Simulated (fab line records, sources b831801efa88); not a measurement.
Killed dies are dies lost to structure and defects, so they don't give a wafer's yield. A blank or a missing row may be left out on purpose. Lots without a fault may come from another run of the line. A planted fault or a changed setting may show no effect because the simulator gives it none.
Which tool did it? | flow sky130 | 12 lots, 36 wafers sampled, at 5 steps of a route of 708

WHAT THE GAUGES READ, wafer by wafer
SKY_VT_ADJUST_HVTR_TW_MEAS_11. Usual: VT_ADJUST_HVTR_TW 211.7, standard deviation 1.4.
lot  | measured     | on            | VT_ADJUST_HVTR_TW | flag
L628 | day 9 06:32  | film_metro-02 | 210.1 209.0 211.1 |
L629 | day 9 20:28  | film_metro-04 | 213.0 211.1 212.2 |
L630 | day 10 04:16 | film_metro-02 | 212.5 213.0 213.0 |
L633 | day 10 23:17 | film_metro-04 | 213.0 214.9 213.0 |
L636 | day 11 18:02 | film_metro-03 | 210.4 209.8 212.6 |
L638 | day 12 13:34 | film_metro-04 | 212.6 211.9 212.2 |
L641 | day 13 10:32 | film_metro-04 | 213.0 213.2 212.4 |
L642 | day 14 02:07 | film_metro-04 | 212.7 212.8 212.5 |
L645 | day 15 02:18 | film_metro-02 | 211.7 211.0 211.3 |
L649 | day 16 02:42 | film_metro-04 | 212.6 212.4 211.8 |
L650 | day 16 05:22 | film_metro-03 | 211.2 211.3 210.3 |
L651 | day 16 13:39 | film_metro-04 | 212.0 212.9 212.2 |

SKY_SONOS_TUNNEL_TW_MEAS_12. Usual: SONOS_TUNNEL_TW 198.5, standard deviation 1.2.
lot  | measured     | on            | SONOS_TUNNEL_TW                     | flag
L628 | day 11 03:24 | film_metro-02 | 199.6 199.2 199.8                   |
L629 | day 11 18:46 | film_metro-01 | 199.3 199.9 200.0                   |
L630 | day 12 02:48 | film_metro-01 | 198.7 198.9 198.6                   |
L633 | day 13 01:08 | film_metro-03 | 197.5 196.7 197.1                   |
L636 | day 13 21:29 | film_metro-03 | 197.5 196.8 196.0                   |
L638 | day 14 19:16 | film_metro-01 | 209.4 208.1 207.5 209.3 207.3 207.9 | OFF
L641 | day 15 15:55 | film_metro-02 | 198.5 198.2 197.3                   |
L642 | day 16 07:40 | film_metro-01 | 208.5 209.1 208.3 208.7 208.5 207.8 | OFF
L645 | day 17 09:46 | film_metro-02 | 199.7 199.3 198.5                   |
L649 | day 18 13:19 | film_metro-03 | 196.8 197.7 198.1                   |
L650 | day 18 15:25 | film_metro-03 | 198.6 197.1 197.4                   |
L651 | day 19 01:35 | film_metro-02 | 198.2 198.4 197.8                   |

SKY_SONOS_ONO_THK_MEAS_05. Usual: SONOS_ONO_CVD_04_THK 5.68 nm, standard deviation 0.11.
lot  | measured     | on            | SONOS_ONO_CVD_04_THK (nm) | flag
L628 | day 11 08:49 | film_metro-03 | 5.76 5.87 5.65            |
L629 | day 11 22:38 | film_metro-01 | 5.68 5.69 5.72            |
L630 | day 12 07:17 | film_metro-01 | 5.70 5.76 5.75            |
L633 | day 13 05:36 | film_metro-04 | 5.53 5.63 5.61            |
L636 | day 14 02:15 | film_metro-01 | 5.66 5.85 5.73            |
L638 | day 15 02:55 | film_metro-03 | 5.63 5.57 5.47            |
L641 | day 15 21:55 | film_metro-03 | 5.56 5.63 5.59            |
L642 | day 16 18:53 | film_metro-01 | 5.78 5.74 5.80            |
L645 | day 17 14:17 | film_metro-03 | 5.71 5.66 5.75            |
L649 | day 18 20:10 | film_metro-04 | 5.78 5.84 5.88            |
L650 | day 18 21:44 | film_metro-01 | 5.73 5.61 5.61            |
L651 | day 19 08:32 | film_metro-03 | 5.82 5.87 5.78            |

WHICH TOOL RAN EACH LOT (tool, then ch and the chambers of the sampled wafers, then the start)
lot  | SKY_VT_ADJUST_HVTP_STRIP_10          | SKY_SONOS_TUNNEL_IMPLANT_09
L628 | plasma_asher-03 ch 0,1, day 5 22:27  | implanter-02 ch 0, day 11 03:00
L629 | plasma_asher-03 ch 0,1, day 6 09:45  | implanter-04 ch 0, day 11 18:11
L630 | plasma_asher-04 ch 0,1, day 6 15:40  | implanter-02 ch 0, day 12 02:26
L633 | plasma_asher-04 ch 0,1, day 7 09:11  | implanter-02 ch 0, day 13 00:42
L636 | plasma_asher-03 ch 0,1, day 8 00:45  | implanter-02 ch 0, day 13 21:02
L638 | plasma_asher-03 ch 0,1, day 8 17:19  | implanter-02 ch 0, day 14 18:52
L641 | plasma_asher-02 ch 0,1, day 9 10:03  | implanter-01 ch 0, day 15 15:32
L642 | plasma_asher-04 ch 0,1, day 9 23:50  | implanter-02 ch 0, day 16 07:15
L645 | plasma_asher-03 ch 0,1, day 10 19:46 | implanter-04 ch 0, day 17 09:23
L649 | plasma_asher-04 ch 0, day 11 17:26   | implanter-01 ch 0, day 18 12:55
L650 | plasma_asher-03 ch 0,1, day 11 19:35 | implanter-04 ch 0, day 18 15:01
L651 | plasma_asher-03 ch 0,1, day 12 03:56 | implanter-04 ch 0, day 19 01:11
- SKY_VT_ADJUST_HVTP_STRIP_10: strips in O2/N2.
- SKY_SONOS_TUNNEL_IMPLANT_09

WHAT THE TOOLS THEMSELVES READ (means of the sampled wafers that have a number; where no wafer has one, the mark that the record gives instead)
SKY_VT_ADJUST_HVTP_STRIP_10. Usual: drypump_motor_current_A 5.5 A, standard deviation 0.53; oes_product_au 0.716 a.u., standard deviation 0.0044; strip_time_to_endpoint_s 14.18 s, standard deviation 0.043.
lot  | tool            | drypump_motor_current_A (A) | oes_product_au (a.u.) | strip_time_to_endpoint_s (s) | flag
L628 | plasma_asher-03 | 5.6                         | 0.717                 | 14.12                        |
L629 | plasma_asher-03 | 5.5                         | 0.715                 | 14.21                        |
L630 | plasma_asher-04 | 5.1                         | 0.718                 | 14.24                        |
L633 | plasma_asher-04 | 5.1                         | 0.715                 | 14.14                        |
L636 | plasma_asher-03 | 5.3                         | 0.717                 | 14.24                        |
L638 | plasma_asher-03 | 5.6                         | 0.714                 | 14.23                        |
L641 | plasma_asher-02 | 6.3                         | 0.713                 | 14.18                        |
L642 | plasma_asher-04 | 5.1                         | 0.716                 | 14.20                        |
L645 | plasma_asher-03 | 5.3                         | 0.715                 | 14.15                        |
L649 | plasma_asher-04 | 5.1                         | 0.717                 | 14.14                        |
L650 | plasma_asher-03 | 5.3                         | 0.717                 | 14.15                        |
L651 | plasma_asher-03 | 5.3                         | 0.716                 | 14.21                        |

SKY_SONOS_TUNNEL_IMPLANT_09. Usual: beam_energy_keV 20.000, standard deviation 0.0054; beam_on_s 10.03 s, standard deviation 0.2.
lot  | tool         | beam_energy_keV | beam_on_s (s) | flag
L628 | implanter-02 | 19.999          | 10.14         |
L629 | implanter-04 | 20.005          | 10.16         |
L630 | implanter-02 | 20.002          | 9.73          |
L633 | implanter-02 | 20.000          | 10.14         |
L636 | implanter-02 | 20.002          | 10.26         |
L638 | implanter-02 | 25.487          | 9.93          | OFF
L641 | implanter-01 | 19.999          | 10.18         |
L642 | implanter-02 | 25.482          | 10.05         | OFF
L645 | implanter-04 | 20.001          | 10.05         |
L649 | implanter-01 | 20.010          | 10.11         |
L650 | implanter-04 | 20.006          | 10.00         |
L651 | implanter-04 | 20.001          | 9.86          |

THE ANSWER, worked out from the rows above alone
Rule: a lot is off if the mean of its wafers that have a number lies more than 3 standard deviations from the usual mean. A lot without any number at a reading at which 4 lots or more have one is off too. The other lots that the step has rows for count as sound. The gauges are gone through in route order, then the tools' own readings, and for those a lot's mean is taken as printed above. The first step at which some lot is off is used, and at that step the reading that is off furthest; a lot without a number counts as furthest.
Off: L638, L642, at SKY_SONOS_TUNNEL_TW_MEAS_12 (SONOS_TUNNEL_TW).
A tool fits if, at a process step before that reading, it ran every lot that is off, and no sound lot after the first of them. The gauges at SKY_SONOS_TUNNEL_TW_MEAS_12 aren't tried: what is off there is off at SKY_SONOS_TUNNEL_IMPLANT_09 too, on other tools, and a gauge's error can't cause that. One fits: implanter-02 at SKY_SONOS_TUNNEL_IMPLANT_09. Its last sound lot is L636 (day 13 21:02), its first lot that is off L638 (day 14 18:52): a fault that began between those two fits.
The tool's own readings at SKY_SONOS_TUNNEL_IMPLANT_09 bear it out: on the lots that are off they differ by more than 5 times the standard deviation of the sound lots' means. beam_energy_keV reads 25.484 there against 20.003 on the sound lots.

WHAT THE SIMULATOR HAD PUT IN
Process parameter drift: implanter-02, from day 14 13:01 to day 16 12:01, at SKY_SONOS_TUNNEL_IMPLANT_09. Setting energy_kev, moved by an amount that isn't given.
Lots struck among those shown: L638, L642. The rule above found the same.
